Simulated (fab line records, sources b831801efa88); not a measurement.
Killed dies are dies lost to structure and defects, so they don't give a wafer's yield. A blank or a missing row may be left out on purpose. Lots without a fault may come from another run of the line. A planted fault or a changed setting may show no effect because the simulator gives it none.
A struck lot beside a sound one | flow sky130 | 35 steps out of a route of 708
Sound: wafers L999.2, L999.5, L999.6. Struck: wafers L106.2, L106.3, L106.5. The cause comes at the end.
At each step with rows: each side's tool, then ch and its chambers, then its first start. Under that, the readings that differ: sound wafers | struck wafers | difference of the means | sigmas: that difference in standard deviations of wafers without a fault.
alike: readings whose means differ by less than 2 such deviations, and words and numbers that are the same on both sides. not compared: withheld readings, readings that some wafer has no value for, bounds like >300 that may hide the same value, and numbers for which the record gives no deviation and whose values overlap.
The two part at a step that has a row with sigmas, a row that says differs or no value, or rows on one side only. Numbers that don't overlap but have no deviation are shown without sigmas and don't part them. A reading that every wafer of one side lacks parts them only if that side has two wafers or more.

SKY_SD_P_CD_MEAS_07: target cd 380 nm.
  sound on cd_sem-02, day 26 14:29; struck on cd_sem-01, day 28 20:58
  alike: cd_nm
SKY_SD_P_OVL_MEAS_08:
  sound on overlay-01, day 26 14:36; struck on overlay-02, day 28 21:05
  reading       | sound          | struck      | difference | sigmas
  SD_P_OVL (nm) | -2.8 -0.7 -0.8 | 3.5 1.3 2.6 | +3.9       | +3
then, 1 step without rows for these wafers: SKY_SD_P_IMPLANT_09.
SKY_SD_P_STRIP_10: strips in O2/N2.
  sound on plasma_asher-04 ch 0,1, day 26 14:47; struck on plasma_asher-01 ch 0,1, day 28 21:16
  alike: drypump_motor_current_A, oes_product_au, strip_time_to_endpoint_s
  not compared: rf_hours_counter_h
SKY_SD_P_TW_MEAS_11:
  sound on film_metro-03, day 26 14:53; struck on film_metro-03, day 28 21:22
  alike: SD_P_TW
then, 7 steps without rows for these wafers: SKY_RES_XHIGH_DEHYDRATE_00 (time 60 s); SKY_RES_XHIGH_HMDS_01 (prime time 60 s); SKY_RES_XHIGH_COAT_02 (resist thk 1140 nm); SKY_RES_XHIGH_SOFTBAKE_03 (time 60 s); SKY_RES_XHIGH_EXPOSE_04 (exposes mask URPM, target cd 1270 nm); SKY_RES_XHIGH_PEB_05; SKY_RES_XHIGH_DEVELOP_06 (develop time 60 s).
SKY_RES_XHIGH_IMPLANT_07:
  sound on implanter-03 ch 0, day 27 20:05; struck on implanter-01 ch 0, day 30 01:44
  reading       | sound                         | struck                        | difference | sigmas
  dose_ions_cm2 | 3.595e+14 3.597e+14 3.602e+14 | 2.989e+14 2.991e+14 2.989e+14 | -6.083e+13 | -99 or more
SKY_RES_XHIGH_STRIP_08: strips in O2/N2.
  sound on plasma_asher-03 ch 0,1, day 27 20:13; struck on plasma_asher-02 ch 0,1, day 30 01:52
  reading                      | sound             | struck            | difference | sigmas
  strip_time_to_endpoint_s (s) | 14.32 14.31 14.35 | 14.18 14.20 14.20 | -0.13      | -3
  alike: drypump_motor_current_A, oes_product_au
  not compared: rf_hours_counter_h
SKY_RES_XHIGH_TW_MEAS_09:
  sound on film_metro-03, day 27 20:19; struck on film_metro-03, day 30 01:59
  reading      | sound          | struck         | difference | sigmas
  RES_XHIGH_TW | 1647 1648 1654 | 1561 1560 1560 | -89        | -5
then, 7 steps without rows for these wafers: SKY_SD_N_DEHYDRATE_00 (time 60 s); SKY_SD_N_HMDS_01 (prime time 60 s); SKY_SD_N_COAT_02 (resist thk 1140 nm); SKY_SD_N_SOFTBAKE_03 (time 60 s); SKY_SD_N_EXPOSE_04 (exposes mask NSDM, target cd 380 nm); SKY_SD_N_PEB_05; SKY_SD_N_DEVELOP_06 (develop time 60 s).
SKY_SD_N_CD_MEAS_07: target cd 380 nm.
  sound on cd_sem-01, day 29 00:50; struck on cd_sem-01, day 31 06:07
  alike: cd_nm
SKY_SD_N_OVL_MEAS_08:
  sound on overlay-02, day 29 00:57; struck on overlay-01, day 31 06:14
  alike: SD_N_OVL
then, 2 steps without rows for these wafers: SKY_SD_N_IMPLANT_09; SKY_SD_N_IMPLANT_10.
SKY_SD_N_STRIP_11: strips in O2/N2.
  sound on plasma_asher-03 ch 0,1, day 29 01:17; struck on plasma_asher-01 ch 0,1, day 31 06:34
  alike: drypump_motor_current_A, oes_product_au, strip_time_to_endpoint_s
  not compared: rf_hours_counter_h
SKY_SD_N_TW_MEAS_12:
  sound on film_metro-03, day 29 01:23; struck on film_metro-03, day 31 06:40
  alike: SD_N_TW
then, 1 step without rows for these wafers: SKY_SD_N_CLEAN_13 (cleans in SC1/SC2, time 150 s).
SKY_SD_N_RTA_14: time 2 s.
  sound on rtp_anneal-01 ch 0, day 29 01:30; struck on rtp_anneal-02 ch 0, day 31 06:47
  alike: lamp_power_pct, wafer_temp_C_max
SKY_SD_N_RS_MEAS_16: measures by four-point-probe.
  sound on film_metro-02, day 29 01:41; struck on film_metro-04, day 31 06:58
  alike: SD_N_RS
SKY_SD_N_RS_MEAS_17: measures by four-point-probe.
  sound on film_metro-02, day 29 01:48; struck on film_metro-04, day 31 07:05
  alike: SD_P_RS
SKY_SD_N_RS_MEAS_18: measures by four-point-probe.
  sound on film_metro-02, day 29 01:55; struck on film_metro-04, day 31 07:12
  reading               | sound             | struck            | difference | sigmas
  RES_XHIGH_RS (ohm/sq) | 330.0 329.2 329.5 | 385.3 386.1 384.5 | +55.7      | +43
then, 1 step without rows for these wafers: SKY_SALICIDE_CLEAN_00 (cleans in HF-last, time 30 s).
-- the record jumps here: 17 days lie between the struck wafers' starts before and after (it left off in module SALICIDE and takes up again in module PAD_OPEN, whose first step shown is number 708 of the route) --
SKY_PAD_OPEN_PROBE_99:
  sound on prober-01, day 46 16:04; struck on prober-02, day 48 09:34
  reading                                            | sound             | struck               | difference | sigmas
  model.etest.res_xhigh_po.line_ohm_um               | 5877 5406 5559    | 8534 8476 8847       | +3005      |
  model.etest.res_xhigh_po.rs_ohm_sq                 | 2067 1884 1987    | 3005 2948 3015       | +1010      |
  model.etest.res_xhigh_po.rs_ohm_sq_range           | 126.5 121.4 98.13 | 266.2 238.3 247.5    | +135.3     |
  model.etest.res_xhigh_po.rs_ohm_sq_rim_less_centre | 69.18 72.38 61.32 | -241.4 -212.4 -228.7 | -295.1     |
  alike: killed_at_M0_to_M3, killed_at_M4_up, killed_at_contacts, killed_at_front_end, killed_at_other, killed_dies, killed_open, killed_short

WHERE THEY PART
First at SKY_SD_P_OVL_MEAS_08; last, within this record, at SKY_SD_N_RS_MEAS_18. Later steps at which nothing parts them and some readings are alike: SKY_PAD_OPEN_PROBE_99.

WHY: what the simulator had put in
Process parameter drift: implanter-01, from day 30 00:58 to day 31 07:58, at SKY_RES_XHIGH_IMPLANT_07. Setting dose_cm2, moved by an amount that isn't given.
